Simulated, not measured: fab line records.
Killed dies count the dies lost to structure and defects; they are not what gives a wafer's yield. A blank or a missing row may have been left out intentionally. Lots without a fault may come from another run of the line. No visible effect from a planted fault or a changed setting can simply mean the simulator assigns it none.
Lot-split experiment | flow sfq-line | route with 325 steps; 5 lots, 14 wafers read

## ON THE SPLIT
At SFQ_TRILAYER_M1_LITHO_COAT_039 (resist thk 600 nm), the setting resist-thk-nm was moved away from the recipe's 600 nm on 2 of the 14 wafers read, by -3.0% to +3.9%. For the rest of the wafers, this setting stayed at what the recipe calls for.

## FROM THE SPLIT TO THE READING: what the file shows between them, 4 steps
- SFQ_TRILAYER_M1_LITHO_SOFTBAKE_043
- SFQ_TRILAYER_M1_LITHO_EXPOSE_040: exposes mask M1, target cd 500 nm
- SFQ_TRILAYER_M1_LITHO_DEVELOP_041: time 60 s
- SFQ_TRILAYER_M1_BARC_OPEN_METAL_ETCH_054: etches BARC in O2, target depth 125 nm, time 41.7 s

## THE READING
KrF_of_TRILAYER_M1_LITHO_COAT_039.thk-nm (the simulator's own value, which no gauge read), in nm, at SFQ_TRILAYER_M1_ETCH_METAL_ETCH_042 (etches Nb in Cl2/Ar, stops on SiO2, target depth 240 nm, time 120 s). The file gives no usual value for it. Average 383.6 nm, standard deviation 3 nm, over the 12 wafers here run with the recipe.

wafer  | tool, chamber at the split | resist-thk-nm as run, nm | against the recipe | KrF_of_TRILAYER_M1_LITHO_COAT_039.thk-nm, nm | against lot-mates on the recipe
L075.2 | litho-track-03, 0          | 582                      | -3.0%              | 361                                          | -17.8
L075.6 | litho-track-03, 0          | 600                      | recipe             | 378.8                                        | -
L077.1 | litho-track-03, 0          | 600                      | recipe             | 387.4                                        | -
L077.2 | litho-track-03, 0          | 600                      | recipe             | 383                                          | -
L077.4 | litho-track-03, 0          | 600                      | recipe             | 384.7                                        | -
L077.5 | litho-track-03, 0          | 600                      | recipe             | 381.3                                        | -
L077.6 | litho-track-03, 0          | 600                      | recipe             | 387.8                                        | -
L079.1 | litho-track-01, 0          | 600                      | recipe             | 387.5                                        | -
L079.4 | litho-track-01, 0          | 600                      | recipe             | 385.2                                        | -
L079.6 | litho-track-01, 0          | 600                      | recipe             | 385.5                                        | -
L080.1 | litho-track-01, 0          | 623.3                    | +3.9%              | 406.7                                        | +24.9
L080.2 | litho-track-01, 0          | 600                      | recipe             | 381.8                                        | -
L084.2 | litho-track-03, 0          | 600                      | recipe             | 380.3                                        | -
L084.3 | litho-track-03, 0          | 600                      | recipe             | 380.1                                        | -

THE FIT
A straight line over all 14 wafers: KrF_of_TRILAYER_M1_LITHO_COAT_039.thk-nm changes by +6.55 nm for each +1% of resist-thk-nm; r = +0.95; the points scatter about the line by 3.2 nm.
The same after taking each lot's own level away (the mean of its wafers on the recipe; 14 wafers): +6.23 nm for each +1%; r = +0.98; scatter 1.7 nm.
The reading moves by 24 nm for the largest change in resist-thk-nm, on that fit.
Measured against the standard deviation above, the lots' own levels, which go from 378.80 to 386.07 nm, span 2.4 times it.
Consequently the slope shifts little with the lot-to-lot level, the two slopes agreeing.
Check: for one of the wafers moved furthest among these (+3.9%), held out of the fit, the line's prediction against its lot-mates is +23 nm. It came out at +24.9 nm against them.

## ADDITIONAL SPLITS CARRIED BY THESE WAFERS
Note: prior to the reading, these wafers also went through further splits. Each is held against what the fit with the lots' levels taken away leaves over:
other split on the same wafers               | wafers away from the commonest value | r with KrF_of_TRILAYER_M1_LITHO_COAT_039.thk-nm (lot level and that fit taken away)
SFQ_TRILAYER_L0_LITHO_COAT_005 spin-rpm      | 4                                    | -0.16
SFQ_TRILAYER_L0_LITHO_PEB_008 peb-time-s     | 5                                    | +0.25
SFQ_TRILAYER_L0_CAP_PECVD_011 time-s         | 3                                    | +0.06
SFQ_TRILAYER_L0_VIA_LITHO_PEB_016 peb-temp-c | 6                                    | +0.02
SFQ_TRILAYER_M0_LITHO_PEB_024 peb-temp-c     | 4                                    | +0.44
SFQ_TRILAYER_M1_DEP_SPUTTER_037 time-s       | 2                                    | -0.28

## THE WHOLE CHAIN: every reading that the file lists as answering this split, in the file's order
step                                     | what it does                                                        | reading                                                                                   | change (the file's fit)              | r (the file's)
SFQ_TRILAYER_M1_LITHO_COAT_039           | resist thk 600 nm                                                   | KrF_of_TRILAYER_M1_LITHO_COAT_039.thk-nm (the simulator's own value, which no gauge read) | +5.82 nm for each +1% of the setting | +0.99
SFQ_TRILAYER_M1_BARC_OPEN_METAL_ETCH_054 | etches BARC in O2, target depth 125 nm, time 41.7 s                 | KrF_of_TRILAYER_M1_LITHO_COAT_039.thk-nm (the simulator's own value, which no gauge read) | +5.98 nm for each +1% of the setting | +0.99
SFQ_TRILAYER_M1_ETCH_METAL_ETCH_042      | etches Nb in Cl2/Ar, stops on SiO2, target depth 240 nm, time 120 s | KrF_of_TRILAYER_M1_LITHO_COAT_039.thk-nm (the simulator's own value, which no gauge read) | +6.23 nm for each +1% of the setting | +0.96

## FILE'S OWN FIT
KrF_of_TRILAYER_M1_LITHO_COAT_039.thk-nm changes by +6.23 nm for each +1% of resist-thk-nm, r = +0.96.
